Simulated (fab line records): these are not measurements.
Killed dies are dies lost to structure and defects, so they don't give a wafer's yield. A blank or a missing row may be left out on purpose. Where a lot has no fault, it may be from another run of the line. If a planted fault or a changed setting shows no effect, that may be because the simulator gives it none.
fab line records	flow sky130
record: lots: 6	wafers: 18	last_day: 50
route steps=708 shown CAP2M@612 METAL4@621
lots that met no fault: taken from a fault-free run of the same line
start_h: hours from the record's opening day to when the first of the lot's shown wafers began	wait_h: time in hours since the lot's previous step	" unchanged from the row above	L1.1+2: one row covering several wafers at once	- value missing, or start not given	* or withheld: withheld	< > ~ a bound
route shown NAME@n: a module of which the file shows steps, and the number in the route of the first	usual: the fault-free wafers' mean and standard deviation	same: alike in all rows	chamber/n: place in a boat	sites: the reading at each site	_std_site: their standard deviation	_edge_site: the outer-site mean with the inner-site mean subtracted	radius_mm: how far each site lies from the wafer's centre	mask NAME#n: copy n	behind: the last tool/chamber to shape the wafer	hold: reason for holding the lot/hours on hold/outcome of the hold	device: transistor that didn't switch, given as n, p or np	end of line: the same wafers' tests at the end of the route	a step without rows: its recipe alone	killed: dies lost to structure and defects at the first sort, not the wafer's yield	map: shows each die of a wafer: x if killed, . if not, _ if none is there
set.NAME: the setting as run; set.NAME@STEP: as run at that earlier step	model.NAME: the simulator's own value behind a step, which no gauge read
certain route steps with their lots: each step a table, each wafer a row
services: a tool's chamber out of use, with start hour (start_h, from the record's first day; less than 0 if before it), hours out, and reason
== steps ==
step: SKY_CAP2M_EXPOSE_09
recipe: mask_id: CAP2M	na: 0.6	source_shape: conventional	sigma_outer: 0.6	polarization: unpolarized	target_cd_nm: 1000	dose_mj: 161.1
step: SKY_CAP2M_PEB_10
recipe: temp_c: withheld	time_s: *	resist: NOVOLAK
step: SKY_CAP2M_DEVELOP_11
recipe: resist: NOVOLAK	developer: TMAH	develop_time_s: 60	dev_temp_c: 23
step: SKY_CAP2M_OVL_MEAS_12
usual: CAP2M_OVL: -0.4/1.4
lot.wafer	tool	chamber	start_h	wait_h	CAP2M_OVL[nm]
L478.2	overlay-01	-	961.05	0.1	-3.1
L478.3	"	-	"	"	-2.2
L478.4	"	-	"	"	-1.1
L482.2	overlay-02	-	979.00	0.1	-0.7
L482.3	"	-	"	"	-0.2
L482.4	"	-	"	"	-0.6
L489.2	overlay-01	-	1053.50	0.1	-1.9
L489.4	"	-	"	"	-1.5
L489.5	"	-	"	"	-2.7
L493.2	overlay-01	-	1070.23	0.1	0.5
L493.4	"	-	"	"	0.8
L493.6	"	-	"	"	1.3
L496.3	overlay-01	-	1080.79	0.1	-2.7
L496.4	"	-	"	"	-1.9
L496.5	"	-	"	"	-3.1
L499.1	overlay-02	-	1090.64	0.1	1.0
L499.3	"	-	"	"	-0.1
L499.5	"	-	"	"	-0.2
step: SKY_CAP2M_METAL_ETCH_13
recipe: target_depth_nm: 220	stop_on: SiO2	chemistry: Cl2/BCl3	target: TiN	pressure_mtorr: 10	icp_w: 900	bias_w: 48.5	Cl2_flow_sccm: 60	bcl3_flow_sccm: 30	time_s: 62.9
usual: drypump_motor_current_A: 5.7/0.47	oes_product_au: 0.939/0.0077	throttle_valve_pct: 21.901/0.0093
lot.wafer	tool	chamber	start_h	wait_h	drypump_motor_current_A	oes_product_au	rf_hours_counter_h	throttle_valve_pct
L478.2	rie_metal-03	0	961.08	0.0	4.9	0.944	12	21.892
L478.3	"	0	"	"	4.9	0.951	-	21.891
L478.4	"	1	"	"	5.9	0.939	-	21.912
L482.2	rie_metal-02	1	979.03	0.0	5.7	0.953	19	21.910
L482.3	"	0	"	"	6.2	0.947	-	21.903
L482.4	"	1	"	"	5.7	0.944	-	21.896
L489.2	rie_metal-03	0	1053.53	0.0	4.8	0.944	18	21.908
L489.4	"	1	"	"	5.9	0.945	-	21.905
L489.5	"	0	"	"	4.9	0.938	-	21.909
L493.2	rie_metal-04	1	1070.26	0.0	5.6	0.941	18	21.924
L493.4	"	1	"	"	5.6	0.938	-	21.884
L493.6	"	1	"	"	5.6	0.945	-	21.893
L496.3	rie_metal-04	0	1080.84	0.0	6.0	0.943	-	21.903
L496.4	"	1	"	"	5.6	0.938	-	21.915
L496.5	"	0	"	"	6.0	0.934	-	21.887
L499.1	rie_metal-03	0	1090.68	0.0	4.8	0.943	20	21.903
L499.3	"	0	"	"	4.8	0.940	-	21.902
L499.5	"	0	"	"	4.9	0.934	-	21.897
step: SKY_CAP2M_STRIP_14
recipe: chemistry: O2/N2	power_w: 1400	pressure_mtorr: 1500	platen_temp_c: withheld	o2_flow_sccm: 3000	n2_flow_sccm: 300	overash_fraction: 0.5
usual: drypump_motor_current_A: 5.58/0.18	n2_flow_sccm: 299.9/0.89	oes_product_au: 0.710/0.0046	strip_time_to_endpoint_s: 12.63/0.042
lot.wafer	tool	chamber	start_h	wait_h	drypump_motor_current_A	n2_flow_sccm	oes_product_au	rf_hours_counter_h	strip_time_to_endpoint_s
L478.2	plasma_asher-01	1	961.16	0.1	5.48	299.6	0.704	85	12.63
L478.3	"	1	"	"	5.47	300.1	0.707	-	12.67
L478.4	"	0	"	"	5.45	300.6	0.713	-	12.68
L482.2	plasma_asher-01	0	979.11	0.1	5.45	299.0	0.718	87	12.60
L482.3	"	1	"	"	5.47	300.0	0.705	-	12.71
L482.4	"	0	"	"	5.44	298.9	0.721	-	12.64
L489.2	plasma_asher-01	0	1053.60	0.1	5.44	300.1	0.708	95	12.64
L489.4	"	0	"	"	5.44	299.4	0.701	-	12.62
L489.5	"	1	"	"	5.47	298.8	0.709	-	12.67
L493.2	plasma_asher-02	0	1070.34	0.1	5.59	299.8	0.709	34	12.63
L493.4	"	0	"	"	5.66	299.3	0.707	-	12.63
L493.6	"	1	"	"	5.49	299.7	0.712	-	12.59
L496.3	plasma_asher-01	0	1080.93	0.1	5.44	300.1	0.719	-	12.54
L496.4	"	1	"	"	5.47	299.4	0.708	-	12.63
L496.5	"	0	"	"	5.43	299.7	0.707	-	12.54
L499.1	plasma_asher-02	1	1090.75	0.1	5.49	298.0	0.710	36	12.69
L499.3	"	0	"	"	5.63	298.7	0.706	-	12.65
L499.5	"	1	"	"	5.53	299.9	0.708	-	12.62
step: SKY_CAP2M_STRIP_15
recipe: chemistry: post_etch_residue_remover	time_s: 1200	temp_c: 72.5
step: SKY_CAP2M_CLEAN_16
recipe: chemistry: IPA	time_s: 180	temp_c: 25
step: SKY_CAP2M_CLEAN_17
recipe: chemistry: O3/DIW	dry: n2_spin
step: SKY_METAL4_DEHYDRATE_05
recipe: temp_c: 200	time_s: 60
step: SKY_METAL4_HMDS_06
recipe: prime_time_s: 60	prime_temp_c: 120
step: SKY_METAL4_COAT_07
recipe: resist: BARC	temp_c: withheld	time_s: withheld	spin_rpm: 3000	resist_thk_nm: 60
step: SKY_METAL4_COAT_08
recipe: resist: KrF-thick	spin_rpm: 3000	resist_thk_nm: 1140
lot.wafer	tool	chamber	start_h	wait_h	model.KrF-thick_of_METAL4_COAT_08.thk_nm
L478.2	litho_track-04	0	973	-	1145
L478.3	"	0	"	"	1143
L478.4	"	0	"	"	1139
L482.2	litho_track-02	0	991	-	1140
L482.3	"	0	"	"	1144
L482.4	"	0	"	"	1142
L489.2+5	litho_track-02	0	1064	-	1096
L489.4	"	0	"	"	1099
L493.2	litho_track-02	0	1081	-	1096
L493.4	"	0	"	"	1097
L493.6	"	0	"	"	1101
L496.3	litho_track-01	0	1091	-	1139
L496.4	"	0	"	"	1140
L496.5	"	0	"	"	1143
L499.1	litho_track-01	0	1101	-	1139
L499.3	"	0	"	"	1137
L499.5	"	0	"	"	1135
step: SKY_METAL4_SOFTBAKE_09
recipe: temp_c: 100	time_s: 90	resist: KrF-thick
step: SKY_METAL4_EXPOSE_10
recipe: mask_id: MM4	na: 0.68	source_shape: annular	sigma_inner: 0.4	sigma_outer: 0.8	target_cd_nm: 300	dose_mj: 28
step: SKY_METAL4_PEB_11
recipe: peb_temp_c: withheld	peb_time_s: withheld	resist: KrF-thick
step: SKY_METAL4_DEVELOP_12
recipe: develop_time_s: 60	resist: KrF-thick	dev_temp_c: 21
step: SKY_METAL4_CD_MEAS_13
recipe: target_cd_nm: 300
usual: cd_nm: 300.0/1.4
lot.wafer	tool	chamber	start_h	wait_h	cd_nm
L478.2	cd_sem-01	-	986.01	-	297.9
L478.3	"	-	"	"	297.7
L478.4	"	-	"	"	299.0
L482.2	cd_sem-02	-	1003.41	-	299.6
L482.3	"	-	"	"	302.2
L482.4	"	-	"	"	301.2
L489.2	cd_sem-01	-	1075.66	-	300.5
L489.4	"	-	"	"	300.3
L489.5	"	-	"	"	300.2
L493.2	cd_sem-02	-	1092.31	-	297.1
L493.4	"	-	"	"	297.9
L493.6	"	-	"	"	296.9
L496.3	cd_sem-02	-	1102.19	-	300.4
L496.4	"	-	"	"	300.4
L496.5	"	-	"	"	300.7
L499.1	cd_sem-02	-	1110.75	-	301.6
L499.3	"	-	"	"	301.0
L499.5	"	-	"	"	301.0
step: SKY_METAL4_OVL_MEAS_14
usual: METAL4_OVL: -3/4.7
lot.wafer	tool	chamber	start_h	wait_h	METAL4_OVL[nm]
L478.2	overlay-01	-	986.12	0.1	-6
L478.3	"	-	"	"	-13
L478.4	"	-	"	"	-9
L482.2	overlay-01	-	1003.52	0.1	-8
L482.3	"	-	"	"	-9
L482.4	"	-	"	"	-8
L489.2	overlay-02	-	1075.77	0.1	4
L489.4	"	-	"	"	5
L489.5	"	-	"	"	1
L493.2	overlay-02	-	1092.42	0.1	-2
L493.4	"	-	"	"	-4
L493.6	"	-	"	"	-4
L496.3	overlay-01	-	1102.28	0.1	1
L496.4	"	-	"	"	-5
L496.5	"	-	"	"	-10
L499.1	overlay-02	-	1110.87	0.1	-4
L499.3	"	-	"	"	-8
L499.5	"	-	"	"	-3
step: SKY_METAL4_DESCUM_15
recipe: chemistry: O2	source_power_w: 150	bias_power_w: 0	pressure_mtorr: 10	temp_c: 40	time_s: 8
usual: drypump_motor_current_A: 5.7/0.35	oes_product_au: 1.006/0.01
same: bias_power_w: 0
lot.wafer	tool	chamber	start_h	wait_h	drypump_motor_current_A	oes_product_au	rf_hours_counter_h
L478.2	rie_metal-01	0	986.15	0.0	5.5	0.975	20
L478.3	"	1	"	"	5.1	0.993	-
L478.4	"	0	"	"	5.5	0.976	-
L482.2	rie_metal-01	0	1003.55	0.0	5.5	0.991	21
L482.3	"	0	"	"	5.5	0.989	-
L482.4	"	1	"	"	5.1	0.998	-
L489.2	rie_metal-01	1	1075.80	0.0	5.1	0.995	19
L489.4	"	0	"	"	5.5	1.010	-
L489.5	"	0	"	"	5.5	1.000	-
L493.2	rie_metal-01	1	1092.45	0.0	5.1	0.991	21
L493.4	"	1	"	"	5.1	1.005	-
L493.6	"	0	"	"	5.5	0.994	-
L496.3	rie_metal-01	1	1102.31	0.0	5.1	0.998	-
L496.4	"	0	"	"	5.5	0.995	-
L496.5	"	1	"	"	5.1	1.009	-
L499.1	rie_metal-04	1	1110.90	0.0	5.6	1.008	19
L499.3	"	0	"	"	5.9	1.018	-
L499.5	"	0	"	"	6.0	1.017	-
step: SKY_METAL4_ETCH_16
recipe: chemistry: N2/H2	target: BARC	ion_energy_ev: 200	bias_w: 100	pressure_mtorr: 30	n2_flow_sccm: 100	h2_flow_sccm: 200	icp_w: 500	stop_on: SiO2	time_s: 88.2	target_depth_a: 600
usual: drypump_motor_current_A: 5.7/0.36	n2_flow_sccm: 99.99/0.29	oes_product_au: 0.626/0.0048	throttle_valve_pct: 13.204/0.0096
lot.wafer	tool	chamber	start_h	wait_h	drypump_motor_current_A	n2_flow_sccm	oes_product_au	rf_hours_counter_h	throttle_valve_pct
L478.2	rie_metal-01	0	986.18	0.0	5.5	100.32	0.625	20	13.200
L478.3	"	1	"	"	5.1	99.90	0.622	-	13.203
L478.4	"	0	"	"	5.5	100.17	0.618	-	13.210
L482.2	rie_metal-01	0	1003.58	0.0	5.5	99.51	0.621	21	13.195
L482.3	"	0	"	"	5.5	100.11	0.628	-	13.223
L482.4	"	1	"	"	5.1	99.80	0.628	-	13.208
L489.2	rie_metal-01	1	1075.83	0.0	5.1	99.74	0.629	19	13.198
L489.4	"	0	"	"	5.5	99.65	0.629	-	13.199
L489.5	"	0	"	"	5.5	99.75	0.631	-	13.198
L493.2	rie_metal-01	1	1092.48	0.0	5.1	99.92	0.630	21	13.190
L493.4	"	1	"	"	5.1	100.34	0.625	-	13.206
L493.6	"	0	"	"	5.5	99.81	0.626	-	13.199
L496.3	rie_metal-01	1	1102.37	0.0	5.1	99.94	0.621	-	13.218
L496.4	"	0	"	"	5.5	99.37	0.621	-	13.207
L496.5	"	1	"	"	5.1	100.12	0.635	-	13.214
L499.1	rie_metal-04	1	1110.93	0.0	5.6	100.27	0.627	19	13.199
L499.3	"	0	"	"	6.0	99.68	0.621	-	13.192
L499.5	"	0	"	"	6.0	99.46	0.631	-	13.189
step: SKY_METAL4_ETCH_17
recipe: target: SiO2	stop_on: TiN	chemistry: C4F8/O2/Ar	source_w: 1500	bias_w: 1200	pressure_mtorr: 40	c4f8_flow_sccm: withheld	O2_flow_sccm: 6	Ar_flow_sccm: 300	time_s: 4.033	target_depth_a: 150
usual: oes_product_au: 0.740/0.0066
lot.wafer	tool	chamber	start_h	wait_h	oes_product_au	rf_hours_counter_h
L478.2	rie_diel-01	2	986.28	0.1	0.733	17
L478.3	"	0	"	"	0.735	3
L478.4	"	1	"	"	0.730	5
L482.2	rie_diel-02	1	1003.68	0.1	0.738	8
L482.3	"	3	"	"	0.729	9
L482.4	"	0	"	"	0.736	17
L489.2	rie_diel-04	2	1075.93	0.1	0.751	24
L489.4	"	0	"	"	0.754	14
L489.5	"	3	"	"	0.742	-
L493.2	rie_diel-04	1	1092.58	0.1	0.745	11
L493.4	"	2	"	"	0.748	24
L493.6	"	3	"	"	0.742	-
L496.3	rie_diel-04	1	1102.43	0.0	0.743	11
L496.4	"	0	"	"	0.747	15
L496.5	"	2	"	"	0.749	-
L499.1	rie_diel-02	0	1111.03	0.1	0.735	20
L499.3	"	1	"	"	0.747	11
L499.5	"	0	"	"	0.742	-
step: SKY_METAL4_METAL_ETCH_18
recipe: target_depth_a: 8450	stop_on: SiO2	over_etch_frac: 0.3	time_s: 183.1	chemistry: Cl2/BCl3	resist_sidewall_deg: 88	pressure_mtorr: 10	icp_w: 900	bias_w: 48.5	Cl2_flow_sccm: 60	bcl3_flow_sccm: 30
usual: drypump_motor_current_A: 5.8/0.33	oes_product_au: 0.865/0.0053	throttle_valve_pct: 22.264/0.0093
lot.wafer	tool	chamber	start_h	wait_h	drypump_motor_current_A	oes_product_au	rf_hours_counter_h	throttle_valve_pct	model.KrF-thick_of_METAL4_COAT_08.thk_nm
L478.2	rie_metal-02	1	986.30	0.0	5.7	0.866	19	22.258	535.1
L478.3	"	1	"	"	5.7	0.864	-	22.277	528.2
L478.4	"	0	"	"	6.2	0.863	-	22.272	536
L482.2	rie_metal-04	1	1003.70	0.0	5.6	0.864	13	22.274	521.6
L482.3	"	0	"	"	6.0	0.860	-	22.266	515.1
L482.4	"	1	"	"	5.6	0.870	-	22.270	530.5
L489.2	rie_metal-04	1	1075.95	0.0	5.6	0.865	18	22.253	472.3
L489.4	"	0	"	"	6.0	0.866	-	22.267	467.3
L489.5	"	1	"	"	5.6	0.869	-	22.247	470.2
L493.2	rie_metal-02	1	1092.60	0.0	5.7	0.863	7	22.264	470.9
L493.4	"	0	"	"	6.1	0.867	-	22.260	487.3
L493.6	"	1	"	"	5.7	0.866	-	22.277	473.9
L496.3	rie_metal-02	0	1102.51	0.1	6.2	0.854	-	22.252	515.5
L496.4	"	1	"	"	5.7	0.857	-	22.268	507.7
L496.5	"	0	"	"	6.2	0.851	-	22.275	524.2
L499.1	rie_metal-02	1	1111.05	0.0	5.7	0.861	8	22.252	518.7
L499.3	"	0	"	"	6.2	0.859	-	22.257	521.1
L499.5	"	1	"	"	5.7	0.871	-	22.264	514.2
step: SKY_METAL4_STRIP_19
recipe: chemistry: O2/N2	power_w: 1400	pressure_mtorr: 1500	platen_temp_c: withheld	o2_flow_sccm: 3000	n2_flow_sccm: 300	overash_fraction: 0.5
usual: drypump_motor_current_A: 5.6/0.35	n2_flow_sccm: 299.9/0.88	oes_product_au: 0.499/0.0056	strip_time_to_endpoint_s: 6.47/0.093
lot.wafer	tool	chamber	start_h	wait_h	drypump_motor_current_A	n2_flow_sccm	oes_product_au	rf_hours_counter_h	strip_time_to_endpoint_s
L478.2	plasma_asher-03	0	986.47	0.1	6.0	300.6	0.500	56	6.62
L478.3	"	1	"	"	5.9	301.0	0.500	-	6.54
L478.4	"	0	"	"	6.0	301.5	0.507	-	6.62
L482.2	plasma_asher-04	1	1003.93	0.2	5.0	298.7	0.496	122	6.48
L482.3	"	0	"	"	5.3	300.0	0.499	-	6.42
L482.4	"	1	"	"	5.0	297.5	0.507	-	6.57
L489.2	plasma_asher-01	1	1076.12	0.1	5.5	298.6	0.478	98	5.99
L489.4	"	1	"	"	5.5	300.4	0.465	-	5.93
L489.5	"	1	"	"	5.5	298.8	0.481	-	5.98
L493.2	plasma_asher-03	1	1092.77	0.1	5.9	300.1	0.473	66	5.97
L493.4	"	1	"	"	5.9	300.2	0.490	-	6.14
L493.6	"	0	"	"	6.0	299.4	0.480	-	6.00
L496.3	plasma_asher-01	0	1102.66	0.1	5.5	300.7	0.504	-	6.41
L496.4	"	1	"	"	5.4	299.5	0.492	-	6.35
L496.5	"	1	"	"	5.4	300.6	0.499	-	6.50
L499.1	plasma_asher-04	1	1111.23	0.1	5.0	300.1	0.490	3	6.44
L499.3	"	1	"	"	5.0	301.1	0.500	-	6.46
L499.5	"	0	"	"	5.4	297.6	0.492	-	6.41
step: SKY_METAL4_STRIP_20
recipe: chemistry: post_etch_residue_remover	time_s: 1200	temp_c: 72.5
== services ==
tool	chamber	start_h	hours	kind
rie_diel-02	-	946.75	1.4	repair
rie_metal-01	0	967.17	1.6	repair
rie_diel-04	-	971.39	1.4	repair
plasma_asher-04	-	973.38	1.3	repair
rie_metal-01	1	983.21	1.8	repair
rie_diel-04	-	990.71	2.8	pm
plasma_asher-03	-	1003.84	14.6	pm
rie_diel-02	3	1005.68	6.7	repair
plasma_asher-01	-	1009.29	1.8	repair
rie_diel-04	3	1022.23	9.0	repair
rie_diel-02	0	1025.36	1.2	repair
rie_metal-01	0	1028.38	-	clean
rie_metal-01	0	1028.38	21.0	scheduled_down
plasma_asher-01	-	1042.88	1.3	repair
plasma_asher-04	-	1048.79	21.2	repair
rie_metal-04	-	1049.55	1.4	repair
rie_metal-02	0	1058.78	15.6	repair
rie_diel-02	1	1061.68	18.6	repair
rie_diel-04	3	1063.32	4.7	repair
plasma_asher-04	-	1070.01	9.0	pm
rie_metal-04	1	1083.81	20.9	repair
rie_diel-01	2	1084.36	28.0	repair
rie_metal-01	1	1099.84	1.6	repair
rie_diel-04	3	1103.33	7.2	repair
== key ==
first_sign: step: SKY_METAL4_STRIP_19	reading: strip_time_to_endpoint_s	direction: down	sigmas: 5.1	usual: *	struck: *	through: *
effect: step: SKY_METAL4_STRIP_19	reading: oes_product_au	direction: down	sigmas: 3.8	usual: 0.499	struck: 0.478	through: control_loop
model_effect: step: SKY_METAL4_COAT_08	value: KrF-thick_of_METAL4_COAT_08.thk_nm	without: 1139	struck: 1097
model_effect: step: SKY_METAL4_METAL_ETCH_18	value: KrF-thick_of_METAL4_COAT_08.thk_nm	without: 515.5	struck: 473.7
met_at SKY_METAL4_COAT_08
struck_wafers L489.2,L489.4,L489.5,L493.2,L493.4,L493.6
loop_trim: step: SKY_METAL4_EXPOSE_10	setting: dose	lots: L493
onset_between 991 1064
fault: kind: process_parameter_drift	tool: litho_track-02	chamber: -	onset_h: 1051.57	steps: SKY_METAL4_COAT_08	channel: resist_thk_nm	offset: -41.83	shape: step	end_h: 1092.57	acts_in: these_recipes_only	stated: 1140
loop_trim: a control loop set the setting to another value than it would have without faults
